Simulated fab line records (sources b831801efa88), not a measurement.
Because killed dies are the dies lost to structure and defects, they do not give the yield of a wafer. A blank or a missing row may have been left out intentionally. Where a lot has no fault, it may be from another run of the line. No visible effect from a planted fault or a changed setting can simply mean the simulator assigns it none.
What tool caused it? :: flow gf180mcu :: Sampling: 12 lots, 36 wafers, 5 of 602 route steps

WHAT EACH GAUGE READ, for each wafer
GF_V4_OVL_MEAS_15. Usual: for V4_OVL the level is 2 nm and the standard deviation is 5.3.
lot: L492
measured: day 25 08:47
on: overlay-02
V4_OVL (nm): -4 -3 6
flag: 

lot: L494
measured: day 25 16:30
on: overlay-02
V4_OVL (nm): 0 -10 -1
flag: 

lot: L493
measured: day 25 19:38
on: overlay-02
V4_OVL (nm): -7 -4 -4
flag: 

lot: L495
measured: day 26 01:43
on: overlay-02
V4_OVL (nm): 2 6 -7
flag: 

lot: L496
measured: day 26 11:53
on: overlay-01
V4_OVL (nm): -8 4 3
flag: 

lot: L498
measured: day 27 02:12
on: overlay-02
V4_OVL (nm): 4 -2 -1
flag: 

lot: L501
measured: day 27 20:25
on: overlay-02
V4_OVL (nm): 5 1 -1
flag: 

lot: L503
measured: day 28 07:22
on: overlay-02
V4_OVL (nm): 3 10 -3
flag: 

lot: L505
measured: day 28 22:38
on: overlay-02
V4_OVL (nm): 6 10 -5
flag: 

lot: L507
measured: day 29 10:54
on: overlay-02
V4_OVL (nm): 7 -1 0
flag: 

lot: L511
measured: day 30 15:26
on: overlay-02
V4_OVL (nm): 5 7 4
flag: 

lot: L513
measured: day 31 02:11
on: overlay-01
V4_OVL (nm): 10 -4 -7
flag: 

GF_V5_THK_MEAS_01. Usual: for V5_CVD_00_THK the level is 314 nm and the standard deviation is 3.6.
lot: L492
measured: day 27 05:28
on: filmMetro-03
V5_CVD_00_THK (nm): 316 320 312
flag: 

lot: L494
measured: day 27 13:18
on: filmMetro-04
V5_CVD_00_THK (nm): 315 312 314
flag: 

lot: L493
measured: day 27 16:12
on: filmMetro-04
V5_CVD_00_THK (nm): 317 320 317
flag: 

lot: L495
measured: day 27 20:20
on: filmMetro-03
V5_CVD_00_THK (nm): 321 319 318
flag: 

lot: L496
measured: day 28 07:19
on: filmMetro-03
V5_CVD_00_THK (nm): 313 314 316
flag: 

lot: L498
measured: day 28 21:17
on: filmMetro-04
V5_CVD_00_THK (nm): 317 319 317
flag: 

lot: L501
measured: day 29 14:17
on: filmMetro-02
V5_CVD_00_THK (nm): 308 312 310
flag: 

lot: L503
measured: day 30 01:03
on: filmMetro-02
V5_CVD_00_THK (nm): 312 317 314
flag: 

lot: L505
measured: day 30 15:14
on: filmMetro-03
V5_CVD_00_THK (nm): 311 312 309
flag: 

lot: L507
measured: day 31 03:21
on: filmMetro-02
V5_CVD_00_THK (nm): 312 310 309
flag: 

lot: L511
measured: day 32 05:26
on: filmMetro-03
V5_CVD_00_THK (nm): 252 254 251
flag: OFF

lot: L513
measured: day 32 16:05
on: filmMetro-04
V5_CVD_00_THK (nm): 252 247 248
flag: OFF

WHAT TOOL EACH LOT RAN ON (gives the tool, then ch and the chambers of the sampled wafers, and finally the start)
lot: L492
GF_MIM_SPUTTER_01: pvdSputter-02, day 25 10:22
GF_MIM_STRIP_20: plasmaAsher-02 ch 0,1, day 26 07:03
GF_V5_CVD_00: hdpcvd-01 ch 1,2, day 27 05:25

lot: L494
GF_MIM_SPUTTER_01: pvdSputter-04, day 25 18:07
GF_MIM_STRIP_20: plasmaAsher-03 ch 0,1, day 26 15:13
GF_V5_CVD_00: hdpcvd-01 ch 0,1,2, day 27 13:15

lot: L493
GF_MIM_SPUTTER_01: pvdSputter-01, day 25 21:08
GF_MIM_STRIP_20: plasmaAsher-02 ch 0,1, day 26 18:07
GF_V5_CVD_00: hdpcvd-01 ch 0,1,2, day 27 16:08

lot: L495
GF_MIM_SPUTTER_01: pvdSputter-04, day 26 03:12
GF_MIM_STRIP_20: plasmaAsher-01 ch 0,1, day 26 23:42
GF_V5_CVD_00: hdpcvd-01 ch 0,1, day 27 20:17

lot: L496
GF_MIM_SPUTTER_01: pvdSputter-01, day 26 13:24
GF_MIM_STRIP_20: plasmaAsher-03 ch 0,1, day 27 09:44
GF_V5_CVD_00: hdpcvd-01 ch 0,2, day 28 07:15

lot: L498
GF_MIM_SPUTTER_01: pvdSputter-02, day 27 03:41
GF_MIM_STRIP_20: plasmaAsher-02 ch 0,1, day 27 23:46
GF_V5_CVD_00: hdpcvd-02 ch 0,1,2, day 28 21:14

lot: L501
GF_MIM_SPUTTER_01: pvdSputter-04, day 27 22:18
GF_MIM_STRIP_20: plasmaAsher-02 ch 0,1, day 28 18:07
GF_V5_CVD_00: hdpcvd-01 ch 0,1,2, day 29 14:14

lot: L503
GF_MIM_SPUTTER_01: pvdSputter-02, day 28 09:00
GF_MIM_STRIP_20: plasmaAsher-01 ch 0, day 29 04:28
GF_V5_CVD_00: hdpcvd-02 ch 0,1,2, day 30 01:00

lot: L505
GF_MIM_SPUTTER_01: pvdSputter-04, day 29 00:09
GF_MIM_STRIP_20: plasmaAsher-02 ch 0,1, day 29 19:03
GF_V5_CVD_00: hdpcvd-01 ch 0,1,2, day 30 15:11

lot: L507
GF_MIM_SPUTTER_01: pvdSputter-01, day 29 12:48
GF_MIM_STRIP_20: plasmaAsher-02 ch 0,1, day 30 07:54
GF_V5_CVD_00: hdpcvd-01 ch 0,1, day 31 03:18

lot: L511
GF_MIM_SPUTTER_01: pvdSputter-01, day 30 16:57
GF_MIM_STRIP_20: plasmaAsher-02 ch 0,1, day 31 11:01
GF_V5_CVD_00: hdpcvd-01 ch 0,1,2, day 32 05:24

lot: L513
GF_MIM_SPUTTER_01: pvdSputter-02, day 31 03:41
GF_MIM_STRIP_20: plasmaAsher-01 ch 0,1, day 31 21:37
GF_V5_CVD_00: hdpcvd-01 ch 0,1, day 32 16:02
- GF_MIM_SPUTTER_01: material TiN, target thk 30 nm, time 25 s.
- GF_MIM_STRIP_20: strips in O2/N2.
- GF_V5_CVD_00: deposits SiO2, target thk 300 nm, time 52.32 s.

WHAT THE TOOLS THEMSELVES READ (means of the sampled wafers that have a number; where no wafer has one, the mark that the record gives instead)
GF_MIM_SPUTTER_01. Usual: throttleValvePct at 30.3 %, with a standard deviation of 1.1.
lot: L492
tool: pvdSputter-02
throttleValvePct (%): 30.0
flag: 

lot: L494
tool: pvdSputter-04
throttleValvePct (%): 30.5
flag: 

lot: L493
tool: pvdSputter-01
throttleValvePct (%): 30.4
flag: 

lot: L495
tool: pvdSputter-04
throttleValvePct (%): 30.9
flag: 

lot: L496
tool: pvdSputter-01
throttleValvePct (%): 30.1
flag: 

lot: L498
tool: pvdSputter-02
throttleValvePct (%): 30.0
flag: 

lot: L501
tool: pvdSputter-04
throttleValvePct (%): 29.5
flag: 

lot: L503
tool: pvdSputter-02
throttleValvePct (%): 31.4
flag: 

lot: L505
tool: pvdSputter-04
throttleValvePct (%): 30.9
flag: 

lot: L507
tool: pvdSputter-01
throttleValvePct (%): 30.2
flag: 

lot: L511
tool: pvdSputter-01
throttleValvePct (%): 30.9
flag: 

lot: L513
tool: pvdSputter-02
throttleValvePct (%): 30.0
flag: 

GF_MIM_STRIP_20. Usual: drypumpMotorCurrentA 6.0 A, standard deviation 0.34; heaterPowerW 316 W, standard deviation 17; oesProductAu 0.692 a.u., standard deviation 0.0043; stripTimeToEndpointS 11.22 s, standard deviation 0.047.
lot: L492
tool: plasmaAsher-02
drypumpMotorCurrentA (A): 6.1
heaterPowerW (W): 325
oesProductAu (a.u.): 0.694
stripTimeToEndpointS (s): 11.23
flag: 

lot: L494
tool: plasmaAsher-03
drypumpMotorCurrentA (A): 6.2
heaterPowerW (W): 310
oesProductAu (a.u.): 0.695
stripTimeToEndpointS (s): 11.20
flag: 

lot: L493
tool: plasmaAsher-02
drypumpMotorCurrentA (A): 6.1
heaterPowerW (W): 322
oesProductAu (a.u.): 0.696
stripTimeToEndpointS (s): 11.26
flag: 

lot: L495
tool: plasmaAsher-01
drypumpMotorCurrentA (A): 5.9
heaterPowerW (W): 299
oesProductAu (a.u.): 0.693
stripTimeToEndpointS (s): 11.22
flag: 

lot: L496
tool: plasmaAsher-03
drypumpMotorCurrentA (A): 5.9
heaterPowerW (W): 335
oesProductAu (a.u.): 0.694
stripTimeToEndpointS (s): 11.22
flag: 

lot: L498
tool: plasmaAsher-02
drypumpMotorCurrentA (A): 6.1
heaterPowerW (W): 321
oesProductAu (a.u.): 0.694
stripTimeToEndpointS (s): 11.27
flag: 

lot: L501
tool: plasmaAsher-02
drypumpMotorCurrentA (A): 6.1
heaterPowerW (W): 321
oesProductAu (a.u.): 0.688
stripTimeToEndpointS (s): 11.23
flag: 

lot: L503
tool: plasmaAsher-01
drypumpMotorCurrentA (A): 6.0
heaterPowerW (W): 297
oesProductAu (a.u.): 0.688
stripTimeToEndpointS (s): 11.17
flag: 

lot: L505
tool: plasmaAsher-02
drypumpMotorCurrentA (A): 6.1
heaterPowerW (W): 320
oesProductAu (a.u.): 0.698
stripTimeToEndpointS (s): 11.31
flag: 

lot: L507
tool: plasmaAsher-02
drypumpMotorCurrentA (A): 6.1
heaterPowerW (W): 325
oesProductAu (a.u.): 0.690
stripTimeToEndpointS (s): 11.20
flag: 

lot: L511
tool: plasmaAsher-02
drypumpMotorCurrentA (A): 6.1
heaterPowerW (W): 320
oesProductAu (a.u.): 0.688
stripTimeToEndpointS (s): 11.16
flag: 

lot: L513
tool: plasmaAsher-01
drypumpMotorCurrentA (A): 5.8
heaterPowerW (W): 304
oesProductAu (a.u.): 0.694
stripTimeToEndpointS (s): 11.30
flag: 

THE ANSWER, worked out from the rows above alone
Rule: a lot counts as off when the mean over its wafers that have a number is more than 3 standard deviations away from the usual mean. A lot without any number at a reading at which 4 lots or more have one is off too. Where the step has rows for the other lots, those lots are counted as sound. After the gauges, taken in route order, come the tools' own readings; for these a lot's mean is taken, as printed above. At the first step where some lot is off, the reading lying furthest off is the one used; lots without a number count as furthest.
Off: L511, L513, at GF_V5_THK_MEAS_01 (V5_CVD_00_THK).
A tool fits if, at a process step before that reading, it ran every lot that is off, and no sound lot after the first of them. Gauges at GF_V5_THK_MEAS_01: tried the same way as those tools. One fits: GF_V5_CVD_00 on hdpcvd-01. A fault onset in the window from L507 (day 31 03:18, its last sound lot) to L511 (day 32 05:24, its first lot off) fits.

WHAT THE SIMULATOR PUT IN
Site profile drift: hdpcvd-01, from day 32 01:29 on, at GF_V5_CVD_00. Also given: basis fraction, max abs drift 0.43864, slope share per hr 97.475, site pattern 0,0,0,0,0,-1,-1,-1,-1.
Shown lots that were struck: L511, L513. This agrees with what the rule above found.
